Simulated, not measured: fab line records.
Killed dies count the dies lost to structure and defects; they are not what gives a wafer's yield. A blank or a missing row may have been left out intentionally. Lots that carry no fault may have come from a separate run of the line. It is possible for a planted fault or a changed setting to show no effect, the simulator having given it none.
fab line records || flow sky130
record: {"lots": 6, "wafers": 18, "lastDay": 50}
route steps=708 shown FIELD_ISO@11
lots that met no fault: taken from a fault-free run of the same line
startH: the number of hours between the record's first day and the start of the first shown wafer of the lot || waitH: hours since the lot's step before || " as in the row above || L1.1+2: a row that stands for several wafers || - value missing, or start not given || * or withheld: withheld || < > ~ a bound
route shown NAME@n: NAME is a module with steps in the file, n the number in the route of the first one || usual: mean and standard deviation over wafers with no fault || same: alike in all rows || chamber/n: place in a boat || sites: per-site readings || _std_site: the values' standard deviation || _edge_site: outer sites' mean less inner sites' || radiusMm: for every site, how far away it sits from the centre of the wafer || mask NAME#n: copy n || behind: tool/chamber where the wafer was last shaped || hold: cause of the lot's hold/its duration in hours/its outcome || device: which transistor (n, p or np) failed to switch || end of line: the tests these same wafers got at the end of their route || step lacking rows: just its recipe || killed: at the first sort, the dies lost to defects and structure; wafer yield is something else || map: a wafer's dies, x killed, . not, _ none there
set.NAME: the setting the step ran with; set.NAME@STEP: the setting that earlier step ran with || model.NAME: the simulator's own value behind a step, which no gauge read
lots at some steps of the route; a table a step, a row a wafer
services: the hour from which a tool's chamber was out of use, counted from the record's first day as startH (under 0 if before that day), plus the number of hours and why
== steps ==
step: SKY_FIELD_ISO_EXPOSE_10
recipe: {"maskId": "FOM", "na": 0.68, "sourceShape": "annular", "sigmaInner": 0.4, "sigmaOuter": 0.8, "targetCdNm": 150, "doseMj": 28}
step: SKY_FIELD_ISO_PEB_11
recipe: {"pebTempC": "withheld", "pebTimeS": "withheld", "resist": "KrF-thick"}
step: SKY_FIELD_ISO_DEVELOP_12
recipe: {"developTimeS": 60, "resist": "KrF-thick", "devTempC": 21}
step: SKY_FIELD_ISO_CD_MEAS_13
recipe: {"targetCdNm": 150}
usual: {"cdNm": "149.9/1.7"}
{"lot.wafer": "L799.2", "tool": "cdSem-02", "chamber": "-", "startH": 45.18, "waitH": "-", "cdNm": 149.6}
{"lot.wafer": "L799.3", "tool": "cdSem-02", "chamber": "-", "startH": 45.18, "waitH": "-", "cdNm": 150.6}
{"lot.wafer": "L799.6", "tool": "cdSem-02", "chamber": "-", "startH": 45.18, "waitH": "-", "cdNm": 150.8}
{"lot.wafer": "L803.3", "tool": "cdSem-02", "chamber": "-", "startH": 64.67, "waitH": "-", "cdNm": 149.6}
{"lot.wafer": "L803.4", "tool": "cdSem-02", "chamber": "-", "startH": 64.67, "waitH": "-", "cdNm": 149.6}
{"lot.wafer": "L803.6", "tool": "cdSem-02", "chamber": "-", "startH": 64.67, "waitH": "-", "cdNm": 148.8}
{"lot.wafer": "L804.2", "tool": "cdSem-01", "chamber": "-", "startH": 69.33, "waitH": "-", "cdNm": 150.5}
{"lot.wafer": "L804.4", "tool": "cdSem-01", "chamber": "-", "startH": 69.33, "waitH": "-", "cdNm": 149.8}
{"lot.wafer": "L804.6", "tool": "cdSem-01", "chamber": "-", "startH": 69.33, "waitH": "-", "cdNm": 149.8}
{"lot.wafer": "L813.1", "tool": "cdSem-02", "chamber": "-", "startH": 117.73, "waitH": "-", "cdNm": 149.4}
{"lot.wafer": "L813.4", "tool": "cdSem-02", "chamber": "-", "startH": 117.73, "waitH": "-", "cdNm": 148.8}
{"lot.wafer": "L813.5", "tool": "cdSem-02", "chamber": "-", "startH": 117.73, "waitH": "-", "cdNm": 150.3}
{"lot.wafer": "L817.1", "tool": "cdSem-01", "chamber": "-", "startH": 138.23, "waitH": "-", "cdNm": 148.8}
{"lot.wafer": "L817.4", "tool": "cdSem-01", "chamber": "-", "startH": 138.23, "waitH": "-", "cdNm": 147.8}
{"lot.wafer": "L817.5", "tool": "cdSem-01", "chamber": "-", "startH": 138.23, "waitH": "-", "cdNm": 147.9}
{"lot.wafer": "L819.1", "tool": "cdSem-02", "chamber": "-", "startH": 148.73, "waitH": "-", "cdNm": 151.0}
{"lot.wafer": "L819.2", "tool": "cdSem-02", "chamber": "-", "startH": 148.73, "waitH": "-", "cdNm": 150.8}
{"lot.wafer": "L819.3", "tool": "cdSem-02", "chamber": "-", "startH": 148.73, "waitH": "-", "cdNm": 149.2}
step: SKY_FIELD_ISO_ETCH_14
recipe: {"chemistry": "N2/H2", "target": "BARC", "ionEnergyEv": 200, "sourceW": 500, "biasW": 100, "pressureMtorr": 30, "n2FlowSccm": 100, "h2FlowSccm": 200, "stopOn": "SiO2", "timeS": 45.9, "targetDepthA": 600}
usual: {"drypumpMotorCurrentA": "5.9/0.41", "oesProductAu": "0.855/0.0049", "throttleValvePct": "13.225/0.0086"}
{"lot.wafer": "L799.2", "tool": "rieDiel-02", "chamber": 2, "startH": 45.28, "waitH": 0.1, "drypumpMotorCurrentA": 5.5, "oesProductAu": 0.858, "rfHoursCounterH": 3, "throttleValvePct": 13.230}
{"lot.wafer": "L799.3", "tool": "rieDiel-02", "chamber": 1, "startH": 45.28, "waitH": 0.1, "drypumpMotorCurrentA": 5.6, "oesProductAu": 0.857, "rfHoursCounterH": 93, "throttleValvePct": 13.237}
{"lot.wafer": "L799.6", "tool": "rieDiel-02", "chamber": 2, "startH": 45.28, "waitH": 0.1, "drypumpMotorCurrentA": 5.5, "oesProductAu": 0.857, "rfHoursCounterH": "-", "throttleValvePct": 13.229}
{"lot.wafer": "L803.3", "tool": "rieDiel-02", "chamber": 1, "startH": 64.75, "waitH": 0.1, "drypumpMotorCurrentA": 5.6, "oesProductAu": 0.851, "rfHoursCounterH": 94, "throttleValvePct": 13.218}
{"lot.wafer": "L803.4", "tool": "rieDiel-02", "chamber": 0, "startH": 64.75, "waitH": 0.1, "drypumpMotorCurrentA": 5.9, "oesProductAu": 0.849, "rfHoursCounterH": 70, "throttleValvePct": 13.215}
{"lot.wafer": "L803.6", "tool": "rieDiel-02", "chamber": 2, "startH": 64.75, "waitH": 0.1, "drypumpMotorCurrentA": 5.5, "oesProductAu": 0.858, "rfHoursCounterH": "-", "throttleValvePct": 13.224}
{"lot.wafer": "L804.2", "tool": "rieDiel-02", "chamber": 3, "startH": 69.43, "waitH": 0.1, "drypumpMotorCurrentA": 6.0, "oesProductAu": 0.862, "rfHoursCounterH": 95, "throttleValvePct": 13.206}
{"lot.wafer": "L804.4", "tool": "rieDiel-02", "chamber": 1, "startH": 69.43, "waitH": 0.1, "drypumpMotorCurrentA": 5.6, "oesProductAu": 0.852, "rfHoursCounterH": 94, "throttleValvePct": 13.226}
{"lot.wafer": "L804.6", "tool": "rieDiel-02", "chamber": 0, "startH": 69.43, "waitH": 0.1, "drypumpMotorCurrentA": 5.9, "oesProductAu": 0.865, "rfHoursCounterH": "-", "throttleValvePct": 13.228}
{"lot.wafer": "L813.1", "tool": "rieDiel-03", "chamber": 2, "startH": 117.85, "waitH": 0.1, "drypumpMotorCurrentA": 6.6, "oesProductAu": 0.854, "rfHoursCounterH": 101, "throttleValvePct": 13.224}
{"lot.wafer": "L813.4", "tool": "rieDiel-03", "chamber": 0, "startH": 117.85, "waitH": 0.1, "drypumpMotorCurrentA": 5.9, "oesProductAu": 0.855, "rfHoursCounterH": 156, "throttleValvePct": 13.223}
{"lot.wafer": "L813.5", "tool": "rieDiel-03", "chamber": 2, "startH": 117.85, "waitH": 0.1, "drypumpMotorCurrentA": 6.7, "oesProductAu": 0.857, "rfHoursCounterH": "-", "throttleValvePct": 13.225}
{"lot.wafer": "L817.1", "tool": "rieDiel-01", "chamber": 1, "startH": 138.35, "waitH": 0.1, "drypumpMotorCurrentA": 5.6, "oesProductAu": 0.859, "rfHoursCounterH": 26, "throttleValvePct": 13.232}
{"lot.wafer": "L817.4", "tool": "rieDiel-01", "chamber": 3, "startH": 138.35, "waitH": 0.1, "drypumpMotorCurrentA": 6.4, "oesProductAu": 0.854, "rfHoursCounterH": 129, "throttleValvePct": 13.206}
{"lot.wafer": "L817.5", "tool": "rieDiel-01", "chamber": 2, "startH": 138.35, "waitH": 0.1, "drypumpMotorCurrentA": 6.2, "oesProductAu": 0.858, "rfHoursCounterH": "-", "throttleValvePct": 13.222}
{"lot.wafer": "L819.1", "tool": "rieDiel-03", "chamber": 3, "startH": 148.85, "waitH": 0.1, "drypumpMotorCurrentA": 6.1, "oesProductAu": 0.850, "rfHoursCounterH": 30, "throttleValvePct": 13.210}
{"lot.wafer": "L819.2", "tool": "rieDiel-03", "chamber": 1, "startH": 148.85, "waitH": 0.1, "drypumpMotorCurrentA": 4.9, "oesProductAu": 0.854, "rfHoursCounterH": 7, "throttleValvePct": 13.223}
{"lot.wafer": "L819.3", "tool": "rieDiel-03", "chamber": 2, "startH": 148.85, "waitH": 0.1, "drypumpMotorCurrentA": 6.6, "oesProductAu": 0.852, "rfHoursCounterH": 101, "throttleValvePct": 13.207}
step: SKY_FIELD_ISO_ETCH_15
recipe: {"chemistry": "CHF3/O2", "targetDepthNm": 180, "stopOn": "Si", "sourceW": 600, "biasW": 200, "pressureMtorr": 40, "chf3FlowSccm": 50, "O2_flow_sccm": 5, "timeS": 72}
usual: {"drypumpMotorCurrentA": "5.9/0.41", "oesProductAu": "0.943/0.0068", "throttleValvePct": "8.843/0.0095"}
{"lot.wafer": "L799.2", "tool": "rieDiel-02", "chamber": 2, "startH": 45.32, "waitH": 0.0, "drypumpMotorCurrentA": 5.5, "oesProductAu": 0.935, "rfHoursCounterH": 3, "throttleValvePct": 8.835}
{"lot.wafer": "L799.3", "tool": "rieDiel-02", "chamber": 1, "startH": 45.32, "waitH": 0.0, "drypumpMotorCurrentA": 5.6, "oesProductAu": 0.952, "rfHoursCounterH": 93, "throttleValvePct": 8.840}
{"lot.wafer": "L799.6", "tool": "rieDiel-02", "chamber": 2, "startH": 45.32, "waitH": 0.0, "drypumpMotorCurrentA": 5.5, "oesProductAu": 0.952, "rfHoursCounterH": "-", "throttleValvePct": 8.847}
{"lot.wafer": "L803.3", "tool": "rieDiel-02", "chamber": 1, "startH": 64.79, "waitH": 0.0, "drypumpMotorCurrentA": 5.6, "oesProductAu": 0.940, "rfHoursCounterH": 94, "throttleValvePct": 8.829}
{"lot.wafer": "L803.4", "tool": "rieDiel-02", "chamber": 0, "startH": 64.79, "waitH": 0.0, "drypumpMotorCurrentA": 5.9, "oesProductAu": 0.932, "rfHoursCounterH": 70, "throttleValvePct": 8.844}
{"lot.wafer": "L803.6", "tool": "rieDiel-02", "chamber": 2, "startH": 64.79, "waitH": 0.0, "drypumpMotorCurrentA": 5.5, "oesProductAu": 0.939, "rfHoursCounterH": "-", "throttleValvePct": 8.843}
{"lot.wafer": "L804.2", "tool": "rieDiel-02", "chamber": 3, "startH": 69.47, "waitH": 0.0, "drypumpMotorCurrentA": 6.0, "oesProductAu": 0.951, "rfHoursCounterH": 95, "throttleValvePct": 8.840}
{"lot.wafer": "L804.4", "tool": "rieDiel-02", "chamber": 1, "startH": 69.47, "waitH": 0.0, "drypumpMotorCurrentA": 5.6, "oesProductAu": 0.945, "rfHoursCounterH": 94, "throttleValvePct": 8.829}
{"lot.wafer": "L804.6", "tool": "rieDiel-02", "chamber": 0, "startH": 69.47, "waitH": 0.0, "drypumpMotorCurrentA": 5.9, "oesProductAu": 0.941, "rfHoursCounterH": "-", "throttleValvePct": 8.835}
{"lot.wafer": "L813.1", "tool": "rieDiel-03", "chamber": 2, "startH": 117.89, "waitH": 0.0, "drypumpMotorCurrentA": 6.6, "oesProductAu": 0.942, "rfHoursCounterH": 101, "throttleValvePct": 8.857}
{"lot.wafer": "L813.4", "tool": "rieDiel-03", "chamber": 0, "startH": 117.89, "waitH": 0.0, "drypumpMotorCurrentA": 5.9, "oesProductAu": 0.941, "rfHoursCounterH": 156, "throttleValvePct": 8.846}
{"lot.wafer": "L813.5", "tool": "rieDiel-03", "chamber": 2, "startH": 117.89, "waitH": 0.0, "drypumpMotorCurrentA": 6.6, "oesProductAu": 0.947, "rfHoursCounterH": "-", "throttleValvePct": 8.830}
{"lot.wafer": "L817.1", "tool": "rieDiel-01", "chamber": 1, "startH": 138.39, "waitH": 0.0, "drypumpMotorCurrentA": 5.5, "oesProductAu": 0.956, "rfHoursCounterH": 26, "throttleValvePct": 8.835}
{"lot.wafer": "L817.4", "tool": "rieDiel-01", "chamber": 3, "startH": 138.39, "waitH": 0.0, "drypumpMotorCurrentA": 6.3, "oesProductAu": 0.938, "rfHoursCounterH": 129, "throttleValvePct": 8.847}
{"lot.wafer": "L817.5", "tool": "rieDiel-01", "chamber": 2, "startH": 138.39, "waitH": 0.0, "drypumpMotorCurrentA": 6.2, "oesProductAu": 0.946, "rfHoursCounterH": "-", "throttleValvePct": 8.853}
{"lot.wafer": "L819.1", "tool": "rieDiel-03", "chamber": 3, "startH": 148.89, "waitH": 0.0, "drypumpMotorCurrentA": 6.2, "oesProductAu": 0.933, "rfHoursCounterH": 30, "throttleValvePct": 8.830}
{"lot.wafer": "L819.2", "tool": "rieDiel-03", "chamber": 1, "startH": 148.89, "waitH": 0.0, "drypumpMotorCurrentA": 4.9, "oesProductAu": 0.939, "rfHoursCounterH": 7, "throttleValvePct": 8.847}
{"lot.wafer": "L819.3", "tool": "rieDiel-03", "chamber": 2, "startH": 148.89, "waitH": 0.0, "drypumpMotorCurrentA": 6.6, "oesProductAu": 0.946, "rfHoursCounterH": 102, "throttleValvePct": 8.837}
step: SKY_FIELD_ISO_STRIP_16
recipe: {"chemistry": "O2/N2", "powerW": 1400, "pressureMtorr": 1500, "platenTempC": "withheld", "o2FlowSccm": 3000, "n2FlowSccm": 300, "overashFraction": 0.5}
usual: {"drypumpMotorCurrentA": "5.8/0.38", "oesProductAu": "0.378/0.0052", "stripTimeToEndpointS": "3.54/0.04"}
{"lot.wafer": "L799.2", "tool": "plasmaAsher-01", "chamber": 0, "startH": 45.38, "waitH": 0.0, "drypumpMotorCurrentA": 6.4, "oesProductAu": 0.388, "rfHoursCounterH": 23, "stripTimeToEndpointS": 3.55}
{"lot.wafer": "L799.3", "tool": "plasmaAsher-01", "chamber": 1, "startH": 45.38, "waitH": 0.0, "drypumpMotorCurrentA": 5.5, "oesProductAu": 0.380, "rfHoursCounterH": "-", "stripTimeToEndpointS": 3.61}
{"lot.wafer": "L799.6", "tool": "plasmaAsher-01", "chamber": 0, "startH": 45.38, "waitH": 0.0, "drypumpMotorCurrentA": 6.4, "oesProductAu": 0.373, "rfHoursCounterH": "-", "stripTimeToEndpointS": 3.50}
{"lot.wafer": "L803.3", "tool": "plasmaAsher-04", "chamber": 0, "startH": 64.88, "waitH": 0.1, "drypumpMotorCurrentA": 5.6, "oesProductAu": 0.379, "rfHoursCounterH": "-", "stripTimeToEndpointS": 3.59}
{"lot.wafer": "L803.4", "tool": "plasmaAsher-04", "chamber": 1, "startH": 64.88, "waitH": 0.1, "drypumpMotorCurrentA": 5.9, "oesProductAu": 0.383, "rfHoursCounterH": "-", "stripTimeToEndpointS": 3.52}
{"lot.wafer": "L803.6", "tool": "plasmaAsher-04", "chamber": 1, "startH": 64.88, "waitH": 0.1, "drypumpMotorCurrentA": 5.9, "oesProductAu": 0.374, "rfHoursCounterH": "-", "stripTimeToEndpointS": 3.50}
{"lot.wafer": "L804.2", "tool": "plasmaAsher-04", "chamber": 1, "startH": 69.53, "waitH": 0.0, "drypumpMotorCurrentA": 5.9, "oesProductAu": 0.378, "rfHoursCounterH": 37, "stripTimeToEndpointS": 3.55}
{"lot.wafer": "L804.4", "tool": "plasmaAsher-04", "chamber": 0, "startH": 69.53, "waitH": 0.0, "drypumpMotorCurrentA": 5.6, "oesProductAu": 0.390, "rfHoursCounterH": "-", "stripTimeToEndpointS": 3.59}
{"lot.wafer": "L804.6", "tool": "plasmaAsher-04", "chamber": 0, "startH": 69.53, "waitH": 0.0, "drypumpMotorCurrentA": 5.6, "oesProductAu": 0.378, "rfHoursCounterH": "-", "stripTimeToEndpointS": 3.48}
{"lot.wafer": "L813.1", "tool": "plasmaAsher-04", "chamber": 1, "startH": 117.95, "waitH": 0.0, "drypumpMotorCurrentA": 5.9, "oesProductAu": 0.377, "rfHoursCounterH": 42, "stripTimeToEndpointS": 3.50}
{"lot.wafer": "L813.4", "tool": "plasmaAsher-04", "chamber": 0, "startH": 117.95, "waitH": 0.0, "drypumpMotorCurrentA": 5.6, "oesProductAu": 0.378, "rfHoursCounterH": "-", "stripTimeToEndpointS": 3.59}
{"lot.wafer": "L813.5", "tool": "plasmaAsher-04", "chamber": 1, "startH": 117.95, "waitH": 0.0, "drypumpMotorCurrentA": 5.9, "oesProductAu": 0.379, "rfHoursCounterH": "-", "stripTimeToEndpointS": 3.51}
{"lot.wafer": "L817.1", "tool": "plasmaAsher-03", "chamber": 0, "startH": 138.45, "waitH": 0.0, "drypumpMotorCurrentA": 5.2, "oesProductAu": 0.380, "rfHoursCounterH": 46, "stripTimeToEndpointS": 3.53}
{"lot.wafer": "L817.4", "tool": "plasmaAsher-03", "chamber": 0, "startH": 138.45, "waitH": 0.0, "drypumpMotorCurrentA": 5.2, "oesProductAu": 0.380, "rfHoursCounterH": "-", "stripTimeToEndpointS": 3.52}
{"lot.wafer": "L817.5", "tool": "plasmaAsher-03", "chamber": 0, "startH": 138.45, "waitH": 0.0, "drypumpMotorCurrentA": 5.1, "oesProductAu": 0.385, "rfHoursCounterH": "-", "stripTimeToEndpointS": 3.54}
{"lot.wafer": "L819.1", "tool": "plasmaAsher-04", "chamber": 0, "startH": 148.95, "waitH": 0.0, "drypumpMotorCurrentA": 5.6, "oesProductAu": 0.378, "rfHoursCounterH": 45, "stripTimeToEndpointS": 3.62}
{"lot.wafer": "L819.2", "tool": "plasmaAsher-04", "chamber": 1, "startH": 148.95, "waitH": 0.0, "drypumpMotorCurrentA": 5.9, "oesProductAu": 0.381, "rfHoursCounterH": 45, "stripTimeToEndpointS": 3.52}
{"lot.wafer": "L819.3", "tool": "plasmaAsher-04", "chamber": 1, "startH": 148.95, "waitH": 0.0, "drypumpMotorCurrentA": 5.9, "oesProductAu": 0.366, "rfHoursCounterH": "-", "stripTimeToEndpointS": 3.49}
step: SKY_FIELD_ISO_ETCH_17
recipe: {"targetDepthA": 3420, "maskMaterial": "Si3N4", "chemistry": "HBr/Cl2/O2", "target": "Si", "taperDeg": 5, "icpW": 600, "biasW": 150, "pressureMtorr": 15, "HBr_flow_sccm": 150, "Cl2_flow_sccm": 40, "O2_flow_sccm": 6, "timeS": 97.7}
usual: {"drypumpMotorCurrentA": "5.7/0.5", "oesProductAu": "0.998/0.0097", "throttleValvePct": "25.657/0.01"}
{"lot.wafer": "L799.2", "tool": "rieSi-02", "chamber": 3, "startH": 45.48, "waitH": 0.1, "drypumpMotorCurrentA": 5.0, "oesProductAu": 0.999, "rfHoursCounterH": 3, "throttleValvePct": 25.646}
{"lot.wafer": "L799.3", "tool": "rieSi-02", "chamber": 0, "startH": 45.48, "waitH": 0.1, "drypumpMotorCurrentA": 5.3, "oesProductAu": 0.995, "rfHoursCounterH": 7, "throttleValvePct": 25.637}
{"lot.wafer": "L799.6", "tool": "rieSi-02", "chamber": 1, "startH": 45.48, "waitH": 0.1, "drypumpMotorCurrentA": 5.8, "oesProductAu": 1.005, "rfHoursCounterH": "-", "throttleValvePct": 25.647}
{"lot.wafer": "L803.3", "tool": "rieSi-01", "chamber": 3, "startH": 64.95, "waitH": 0.0, "drypumpMotorCurrentA": 5.9, "oesProductAu": 0.985, "rfHoursCounterH": 3, "throttleValvePct": 25.668}
{"lot.wafer": "L803.4", "tool": "rieSi-01", "chamber": 2, "startH": 64.95, "waitH": 0.0, "drypumpMotorCurrentA": 6.6, "oesProductAu": 1.000, "rfHoursCounterH": 62, "throttleValvePct": 25.654}
{"lot.wafer": "L803.6", "tool": "rieSi-01", "chamber": 2, "startH": 64.95, "waitH": 0.0, "drypumpMotorCurrentA": 6.5, "oesProductAu": 0.998, "rfHoursCounterH": "-", "throttleValvePct": 25.670}
{"lot.wafer": "L804.2", "tool": "rieSi-02", "chamber": 3, "startH": 69.63, "waitH": 0.1, "drypumpMotorCurrentA": 5.0, "oesProductAu": 0.997, "rfHoursCounterH": 3, "throttleValvePct": 25.657}
{"lot.wafer": "L804.4", "tool": "rieSi-02", "chamber": 2, "startH": 69.63, "waitH": 0.1, "drypumpMotorCurrentA": 5.7, "oesProductAu": 1.018, "rfHoursCounterH": 3, "throttleValvePct": 25.648}
{"lot.wafer": "L804.6", "tool": "rieSi-02", "chamber": 3, "startH": 69.63, "waitH": 0.1, "drypumpMotorCurrentA": 5.0, "oesProductAu": 0.991, "rfHoursCounterH": "-", "throttleValvePct": 25.665}
{"lot.wafer": "L813.1", "tool": "rieSi-02", "chamber": 0, "startH": 118.05, "waitH": 0.1, "drypumpMotorCurrentA": 5.3, "oesProductAu": 0.996, "rfHoursCounterH": 7, "throttleValvePct": 25.660}
{"lot.wafer": "L813.4", "tool": "rieSi-02", "chamber": 3, "startH": 118.05, "waitH": 0.1, "drypumpMotorCurrentA": 5.0, "oesProductAu": 0.993, "rfHoursCounterH": 4, "throttleValvePct": 25.663}
{"lot.wafer": "L813.5", "tool": "rieSi-02", "chamber": 1, "startH": 118.05, "waitH": 0.1, "drypumpMotorCurrentA": 5.8, "oesProductAu": 1.010, "rfHoursCounterH": "-", "throttleValvePct": 25.655}
{"lot.wafer": "L817.1", "tool": "rieSi-01", "chamber": 1, "startH": 138.55, "waitH": 0.1, "drypumpMotorCurrentA": 6.4, "oesProductAu": 0.999, "rfHoursCounterH": 103, "throttleValvePct": 25.658}
{"lot.wafer": "L817.4", "tool": "rieSi-01", "chamber": 2, "startH": 138.55, "waitH": 0.1, "drypumpMotorCurrentA": 6.5, "oesProductAu": 0.995, "rfHoursCounterH": 63, "throttleValvePct": 25.642}
{"lot.wafer": "L817.5", "tool": "rieSi-01", "chamber": 1, "startH": 138.55, "waitH": 0.1, "drypumpMotorCurrentA": 6.3, "oesProductAu": 0.998, "rfHoursCounterH": "-", "throttleValvePct": 25.653}
{"lot.wafer": "L819.1", "tool": "rieSi-01", "chamber": 1, "startH": 149.05, "waitH": 0.1, "drypumpMotorCurrentA": 6.3, "oesProductAu": 0.996, "rfHoursCounterH": 104, "throttleValvePct": 25.655}
{"lot.wafer": "L819.2", "tool": "rieSi-01", "chamber": 2, "startH": 149.05, "waitH": 0.1, "drypumpMotorCurrentA": 6.6, "oesProductAu": 0.983, "rfHoursCounterH": 63, "throttleValvePct": 25.661}
{"lot.wafer": "L819.3", "tool": "rieSi-01", "chamber": 3, "startH": 149.05, "waitH": 0.1, "drypumpMotorCurrentA": 5.9, "oesProductAu": 0.985, "rfHoursCounterH": 3, "throttleValvePct": 25.645}
step: SKY_FIELD_ISO_WET_ETCH_18
recipe: {"chemistry": "H3PO4", "targetDepthNm": 25, "tempC": 160, "target": "Si3N4", "timeS": 286}
step: SKY_FIELD_ISO_CLEAN_19
recipe: {"chemistry": "SC1/SC2", "mix": "1:4:20", "tempC": 70, "timeS": 150}
step: SKY_FIELD_ISO_CLEAN_20
recipe: {"chemistry": "dHF", "timeS": 20, "dilution": "100:1"}
step: SKY_FIELD_ISO_WET_ETCH_21
recipe: {"chemistry": "dHF", "dilution": "100:1", "targetDepthNm": 20, "dry": "ipaMarangoni", "target": "SiO2", "tempC": 25, "timeS": 400}
step: SKY_FIELD_ISO_OXIDATION_22
recipe: {"tempC": 950, "ambient": "O2", "stabiliseS": 600, "purgeS": 300, "targetThkA": 100, "oxTimeS": 623}
usual: {"oxTempC": "950.1/0.39", "oxTempCMax": "953.7/0.98", "tube_center_temp_C_max": "952.4/0.41"}
{"lot.wafer": "L799.2", "tool": "furnace-02", "chamber": 0, "startH": 45.84, "waitH": 0.0, "oxTempC": 950.2, "oxTempCMax": 953.4, "tube_center_temp_C_max": 952.9}
{"lot.wafer": "L799.3", "tool": "furnace-02", "chamber": 0, "startH": 45.84, "waitH": 0.0, "oxTempC": 950.1, "oxTempCMax": 952.7, "tube_center_temp_C_max": 952.8}
{"lot.wafer": "L799.6", "tool": "furnace-02", "chamber": 0, "startH": 45.84, "waitH": 0.0, "oxTempC": 950.4, "oxTempCMax": 954.4, "tube_center_temp_C_max": 952.1}
{"lot.wafer": "L803.3", "tool": "furnace-01", "chamber": "-", "startH": 66.63, "waitH": 1.3, "oxTempC": "-", "oxTempCMax": "-", "tube_center_temp_C_max": "-"}
{"lot.wafer": "L803.4", "tool": "furnace-01", "chamber": "-", "startH": 66.63, "waitH": 1.3, "oxTempC": "-", "oxTempCMax": "-", "tube_center_temp_C_max": "-"}
{"lot.wafer": "L803.6", "tool": "furnace-01", "chamber": "-", "startH": 66.63, "waitH": 1.3, "oxTempC": "-", "oxTempCMax": "-", "tube_center_temp_C_max": "-"}
{"lot.wafer": "L804.2", "tool": "furnace-02", "chamber": "-", "startH": 70.54, "waitH": 0.6, "oxTempC": "-", "oxTempCMax": "-", "tube_center_temp_C_max": "-"}
{"lot.wafer": "L804.4", "tool": "furnace-02", "chamber": "-", "startH": 70.54, "waitH": 0.6, "oxTempC": "-", "oxTempCMax": "-", "tube_center_temp_C_max": "-"}
{"lot.wafer": "L804.6", "tool": "furnace-02", "chamber": "-", "startH": 70.54, "waitH": 0.6, "oxTempC": "-", "oxTempCMax": "-", "tube_center_temp_C_max": "-"}
{"lot.wafer": "L813.1", "tool": "furnace-02", "chamber": 0, "startH": 118.39, "waitH": 0.0, "oxTempC": 950.1, "oxTempCMax": 953.8, "tube_center_temp_C_max": 952.4}
{"lot.wafer": "L813.4", "tool": "furnace-02", "chamber": 0, "startH": 118.39, "waitH": 0.0, "oxTempC": 949.7, "oxTempCMax": 953.8, "tube_center_temp_C_max": 952.6}
{"lot.wafer": "L813.5", "tool": "furnace-02", "chamber": 0, "startH": 118.39, "waitH": 0.0, "oxTempC": 950.1, "oxTempCMax": 954.4, "tube_center_temp_C_max": 952.3}
{"lot.wafer": "L817.1", "tool": "furnace-02", "chamber": 0, "startH": 138.91, "waitH": 0.0, "oxTempC": 949.8, "oxTempCMax": 953.1, "tube_center_temp_C_max": 952.8}
{"lot.wafer": "L817.4", "tool": "furnace-02", "chamber": 0, "startH": 138.91, "waitH": 0.0, "oxTempC": 950.2, "oxTempCMax": 953.8, "tube_center_temp_C_max": 952.0}
{"lot.wafer": "L817.5", "tool": "furnace-02", "chamber": 0, "startH": 138.91, "waitH": 0.0, "oxTempC": 950.1, "oxTempCMax": 954.9, "tube_center_temp_C_max": 952.7}
{"lot.wafer": "L819.1", "tool": "furnace-01", "chamber": 0, "startH": 149.39, "waitH": 0.0, "oxTempC": 951.0, "oxTempCMax": 953.4, "tube_center_temp_C_max": 952.5}
{"lot.wafer": "L819.2", "tool": "furnace-01", "chamber": 0, "startH": 149.39, "waitH": 0.0, "oxTempC": 950.7, "oxTempCMax": 953.6, "tube_center_temp_C_max": 952.9}
{"lot.wafer": "L819.3", "tool": "furnace-01", "chamber": 0, "startH": 149.39, "waitH": 0.0, "oxTempC": 950.4, "oxTempCMax": 953.1, "tube_center_temp_C_max": 952.0}
== services ==
{"tool": "rieDiel-03", "chamber": "-", "startH": 24.33, "hours": 14.6, "kind": "pm"}
{"tool": "rieDiel-01", "chamber": 1, "startH": 41.37, "hours": 5.6, "kind": "repair"}
{"tool": "rieDiel-03", "chamber": "-", "startH": 52.47, "hours": 1.1, "kind": "repair"}
{"tool": "furnace-02", "chamber": "-", "startH": 52.88, "hours": 3.0, "kind": "pm"}
{"tool": "rieDiel-03", "chamber": "-", "startH": 62.60, "hours": 3.1, "kind": "repair"}
{"tool": "rieSi-01", "chamber": 0, "startH": 85.37, "hours": 3.8, "kind": "repair"}
{"tool": "rieSi-02", "chamber": "-", "startH": 102.70, "hours": 14.6, "kind": "pm"}
{"tool": "plasmaAsher-04", "chamber": "-", "startH": 104.48, "hours": 2.5, "kind": "repair"}
{"tool": "rieDiel-03", "chamber": "-", "startH": 113.24, "hours": 4.3, "kind": "pm"}
{"tool": "plasmaAsher-03", "chamber": "-", "startH": 124.32, "hours": 2.8, "kind": "pm"}
{"tool": "rieDiel-02", "chamber": 3, "startH": 126.60, "hours": 3.7, "kind": "repair"}
{"tool": "rieDiel-01", "chamber": 3, "startH": 130.42, "hours": 2.9, "kind": "repair"}
{"tool": "rieDiel-03", "chamber": 0, "startH": 143.60, "hours": "-", "kind": "clean"}
{"tool": "rieDiel-03", "chamber": 0, "startH": 143.60, "hours": 17.8, "kind": "scheduledDown"}
{"tool": "rieDiel-03", "chamber": 0, "startH": 143.60, "hours": 17.8, "kind": "ventCycle"}
== key ==
firstSign: {"step": "SKY_FIELD_ISO_OXIDATION_22", "reading": "toolRecord", "direction": "missing"}
effect none on later readings
metAt SKY_FIELD_ISO_OXIDATION_22
struckWafers L803.3,L803.4,L803.6,L804.2,L804.4,L804.6
laterRowsLeftOut L803.3,L803.4,L803.6,L804.2,L804.4,L804.6
sortLeftOut L803.3,L803.4,L803.6,L804.2,L804.4,L804.6
testerLeftOut L803,L804
onsetBetween 45.84 66.63
fault: {"kind": "skippedStepWhole", "tool": "furnace-01,furnace-02", "chamber": "-", "onsetH": 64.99, "steps": "SKY_FIELD_ISO_OXIDATION_22", "scope": "struckLotsOnly"}
testerLeftOut: of these lots the tester's yield and bins aren't shown, on N5 and GAA mostly nor the transistor test; their killed dies are dies lost to structure and defects alone, not to doping, threshold or leakage, so they don't give the yield
sortLeftOut: the simulated sort isn't trusted on such a fault, so these wafers' sort isn't shown, and their yield isn't known
laterRowsLeftOut: the simulator's readings of these wafers behind a module that went badly wrong aren't trusted and aren't shown, but for the sort
